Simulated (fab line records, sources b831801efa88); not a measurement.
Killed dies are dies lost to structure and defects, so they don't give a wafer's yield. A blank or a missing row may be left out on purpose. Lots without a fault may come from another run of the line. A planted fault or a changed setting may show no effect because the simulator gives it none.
fab line records | flow sfq_line | part 2 of 2: steps 30 to 41 of 41
record lots=5 wafers=15 last_day=92
route steps=325 shown I5@237 C5@240 M6@251 I6@266
lots that met no fault: from a run of the same line without faults
start_h: hours from the record's first day to the start of the lot's first wafer shown | wait_h: hours since the lot's step before | " the same as in the row above | L1.1+2: a row that stands for several wafers | - no value, or no start given | * or withheld: withheld | < > ~ a bound
route shown NAME@n: a module of which the file shows steps, and the number in the route of the first | usual: mean/standard deviation of fault-free wafers | same: alike in all rows | chamber/n: place in a boat | sites: the reading at each site | _std_site: their standard deviation | _edge_site: outer sites' mean less inner sites' | radius_mm: how far each site lies from the wafer's centre | mask NAME#n: copy n | behind: the tool/chamber that last shaped the wafer | hold: why the lot was held/for how many hours/how that ended | device: the transistor (n, p or np) that didn't switch | end of line: the same wafers' tests at the end of the route | a step without rows: its recipe alone | killed: dies lost to structure and defects at the first sort, not the wafer's yield | map: a wafer's dies, x killed, . not, _ none there
set.NAME: the setting as run; set.NAME@STEP: as run at that earlier step | model.NAME: the simulator's own value behind a step, which no gauge read
lots at some steps of the route; a table a step, a row a wafer
services: from which hour (start_h, from the record's first day; less than 0 if before it) a tool's chamber was out of use, for how many hours, and why
## steps
# step SFQ_TRILAYER_I6_CMP_CMP_166
# recipe material=SiO2 down_force_psi=3 platen_rpm=60 pad_velocity_m_s=0.94248
# usual motor_current_A=10.7/0.8 time_to_endpoint_s=215/6.4
# columns lot.wafer tool chamber start_h wait_h motor_current_A time_to_endpoint_s
L074.4 cmp-02 3 1762.98 3.9 11.2 214
L074.2 " 0 " " 11.1 210
L074.1 " 1 " " 10.7 213
L084.3 cmp-02 3 1889.39 1.0 11.2 213
L084.6 " 1 1890.39 2.0 11.4 223
L084.5 " 2 " " 10.4 215
L093.3 cmp-02 0 2025.05 0.5 11.3 208
L093.1 " 1 " " 11.2 207
L093.6 " 0 2027.05 2.5 11.5 215
L094.3 cmp-01 2 2036.52 1.0 11.0 213
L094.2 " 3 " " 9.8 208
L094.5 " 0 " " 11.4 218
L095.4 cmp-01 1 2040.32 0.0 9.1 216
L095.2 " 2 " " 10.9 213
L095.1 " 0 2041.82 1.5 11.6 211
# step SFQ_I6_BOW_MEAS_941
# recipe mode=bow
# usual I6_BOW=6/11
# columns lot.wafer tool chamber start_h wait_h I6_BOW[um]
L074.1 film_metro-02 - 1765.98 1.5 -12
L074.2 " - " " 6
L074.4 " - " " 6
L084.3 film_metro-04 - 1891.43 1.5 -22
L084.5 " - " " -11
L084.6 " - " " -9
L093.1 film_metro-01 - 2027.55 1.5 19
L093.3 " - " " 23
L093.6 " - " " 22
L094.2 film_metro-02 - 2038.54 1.0 -5
L094.3 " - " " -4
L094.5 " - " " 8
L095.1 film_metro-01 - 2043.32 1.0 14
L095.2 " - " " 17
L095.4 " - " " 22
# step SFQ_TRILAYER_I6_METRO_MEASURE_167
# usual thk_nm=200.0/0.87
# columns lot.wafer tool chamber start_h wait_h thk_nm
L074.1 film_metro-02 - 1766.10 0.1 201.1
L074.2 " - " " 200.0
L074.4 " - " " 200.2
L084.3 film_metro-04 - 1891.91 0.5 199.9
L084.5 " - " " 199.9
L084.6 " - " " 200.1
L093.1 film_metro-01 - 2027.67 0.1 199.5
L093.3 " - " " 199.3
L093.6 " - " " 199.8
L094.2 film_metro-02 - 2038.84 0.3 199.4
L094.3 " - " " 199.8
L094.5 " - " " 200.0
L095.1 film_metro-01 - 2043.44 0.1 199.6
L095.2 " - " " 199.9
L095.4 " - " " 199.9
# step SFQ_TRILAYER_I6_VIA_LITHO_COAT_174
# recipe resist=BARC spin_rpm=3000 resist_thk_nm=62
# columns lot.wafer tool chamber start_h wait_h
L074.1+2+4 litho_track-03 0 1767.30 1.0
L084.3+5+6 litho_track-02 0 1892.81 0.7
L093.1+3+6 litho_track-02 0 2028.87 1.0
L094.2+3+5 litho_track-03 0 2039.89 0.8
L095.1+2+4 litho_track-01 0 2044.64 1.0
# step SFQ_TRILAYER_I6_VIA_LITHO_COAT_169
# recipe resist=KrF spin_rpm=3000 resist_thk_nm=650
# columns lot.wafer tool chamber start_h wait_h
L074.1+2+4 litho_track-03 0 1767.60 0.2
L084.3+5+6 litho_track-02 0 1893.11 0.2
L093.1+3+6 litho_track-02 0 2029.17 0.2
L094.2+3+5 litho_track-03 0 2040.19 0.2
L095.1+2+4 litho_track-01 0 2044.94 0.2
# step SFQ_TRILAYER_I6_VIA_LITHO_SOFTBAKE_173
# recipe temp_c=withheld time_s=withheld resist=KrF
# columns lot.wafer tool chamber start_h wait_h
L074.1+2+4 litho_track-03 0 1767.90 0.2
L084.3+5+6 litho_track-02 0 1893.36 0.2
L093.1+3+6 litho_track-02 0 2029.47 0.2
L094.2+3+5 litho_track-03 0 2040.47 0.2
L095.1+2+4 litho_track-01 0 2045.24 0.2
# step SFQ_TRILAYER_I6_VIA_LITHO_EXPOSE_170
# recipe mask_id=I6 na=0.6 source_shape=conventional sigma_outer=0.65 target_cd_nm=700 dose_mj=21.3
# same sigma_outer=0.65
# columns lot.wafer tool chamber start_h wait_h mask
L074.1+2+4 krf_scanner-01 0 1861.07 - I6#0
L084.3+5+6 krf_scanner-02 0 1984.86 - I6#0
L093.1+3+6 krf_scanner-02 0 2099.99 - I6#0
L094.2+3+5 krf_scanner-01 0 2106.11 - I6#0
L095.1+2+4 krf_scanner-01 0 2108.31 - I6#0
# step SFQ_TRILAYER_I6_VIA_LITHO_PEB_172
# recipe peb_temp_c=115 peb_time_s=60 resist=KrF
# columns lot.wafer tool chamber start_h wait_h
L074.1+2+4 litho_track-01 0 1862.27 1.0
L084.3+5+6 litho_track-02 0 1985.71 0.7
L093.1+3+6 litho_track-02 0 2101.19 1.0
L094.2+3+5 litho_track-02 0 2107.14 0.8
L095.1+2+4 litho_track-01 0 2109.51 1.0
# step SFQ_TRILAYER_I6_VIA_LITHO_DEVELOP_171
# recipe time_s=60 resist=KrF
# columns lot.wafer tool chamber start_h wait_h
L074.1+2+4 litho_track-01 0 1862.42 0.1
L084.3+5+6 litho_track-02 0 1985.86 0.1
L093.1+3+6 litho_track-02 0 2101.34 0.1
L094.2+3+5 litho_track-02 0 2107.29 0.1
L095.1+2+4 litho_track-01 0 2109.66 0.1
# step SFQ_I6_OVL_MEAS_942
# usual I6_OVL=3/6.5
# columns lot.wafer tool chamber start_h wait_h I6_OVL[nm]
L074.1 overlay-01 - 1862.57 0.1 18
L074.2 " - " " 14
L074.4 " - " " 10
L084.3 overlay-02 - 1985.97 0.1 6
L084.5 " - " " 7
L084.6 " - " " 4
L093.1 overlay-02 - 2101.49 0.1 -3
L093.3 " - " " -3
L093.6 " - " " -1
L094.2 overlay-01 - 2107.42 0.1 6
L094.3 " - " " 12
L094.5 " - " " 14
L095.1 overlay-01 - 2109.81 0.1 3
L095.2 " - " " -3
L095.4 " - " " -4
# step SFQ_TRILAYER_I6_VIA_BARC_OPEN_VIA_ETCH_235
# recipe mask_material=PR chemistry=O2 target_depth_nm=125 target=BARC source_w=500 bias_w=80 pressure_mtorr=30 time_s=41.7
# usual drypump_motor_current_A=5.7/0.41 oes_product_au=0.685/0.0046
# columns lot.wafer tool chamber start_h wait_h drypump_motor_current_A oes_product_au rf_hours_counter_h
L074.1 rie_diel-04 0 1862.61 0.0 5.8 0.680 3
L074.2 " 3 " " 6.1 0.682 10
L074.4 " 1 " " 6.0 0.687 20
L084.3 rie_diel-04 3 1986.00 0.0 6.1 0.688 11
L084.5 " 1 " " 6.0 0.685 -
L084.6 " 0 " " 5.8 0.696 -
L093.1 rie_diel-04 3 2101.52 0.0 6.1 0.685 12
L093.3 " 1 " " 6.0 0.682 2
L093.6 " 1 " " 6.0 0.686 -
L094.2 rie_diel-04 3 2107.45 0.0 6.1 0.677 12
L094.3 " 2 " " 5.1 0.675 13
L094.5 " 1 " " 6.1 0.686 -
L095.1 rie_diel-02 3 2109.85 0.0 5.2 0.681 8
L095.2 " 0 " " 5.6 0.682 3
L095.4 " 1 " " 4.8 0.686 17
# step SFQ_TRILAYER_I6_VIA_ETCH_VIA_ETCH_172
# recipe target=SiO2 stop_on=Nb mask_material=PR taper_deg=20 chemistry=CHF3 target_depth_nm=260 source_w=500 bias_w=80 pressure_mtorr=30 time_s=withheld
# usual drypump_motor_current_A=5.7/0.41 oes_product_au=0.854/0.0049
# columns lot.wafer tool chamber start_h wait_h drypump_motor_current_A oes_product_au
L074.1 rie_diel-04 0 1862.65 0.0 5.8 0.856
L074.2 " 3 " " 6.1 0.861
L074.4 " 1 " " 6.1 0.857
L084.3 rie_diel-04 3 1986.04 0.0 6.1 0.851
L084.5 " 1 " " 6.0 0.857
L084.6 " 0 " " 5.8 0.857
L093.1 rie_diel-04 3 2101.56 0.0 6.1 0.860
L093.3 " 1 " " 6.1 0.852
L093.6 " 1 " " 6.1 0.848
L094.2 rie_diel-04 3 2107.49 0.0 6.1 0.854
L094.3 " 2 " " 5.1 0.850
L094.5 " 1 " " 6.0 0.851
L095.1 rie_diel-02 3 2109.89 0.0 5.2 0.845
L095.2 " 0 " " 5.6 0.856
L095.4 " 1 " " 4.8 0.857
## services
# columns tool chamber start_h hours kind
krf_scanner-01 - 1625.64 0.8 pm
krf_scanner-01 - 1650.61 4.0 pm
krf_scanner-01 - 1657.85 1.0 pm
rie_diel-02 2 1685.83 5.3 repair
rie_metal-01 - 1698.26 0.3 repair
krf_scanner-01 - 1729.40 0.7 repair
rie_diel-04 0 1753.81 6.9 repair
rie_diel-04 2 1758.50 37.5 repair
rie_metal-01 - 1767.01 1.8 repair
krf_scanner-01 - 1795.05 0.8 pm
krf_scanner-01 - 1798.67 1.3 pm
rie_diel-04 - 1808.57 0.4 repair
krf_scanner-01 - 1827.20 1.0 pm
rie_diel-04 3 1836.65 1.6 repair
rie_metal-01 - 1850.55 1.1 repair
rie_diel-04 - 1875.12 14.6 pm
rie_diel-04 0 1928.38 4.9 repair
rie_diel-04 2 1938.07 8.6 repair
krf_scanner-01 - 1963.94 0.8 pm
krf_scanner-01 - 1973.87 1.3 pm
krf_scanner-01 - 1996.97 1.0 pm
rie_diel-04 1 2001.16 6.3 repair
krf_scanner-01 - 2060.26 6.4 repair
rie_metal-01 0 2072.61 4.0 repair
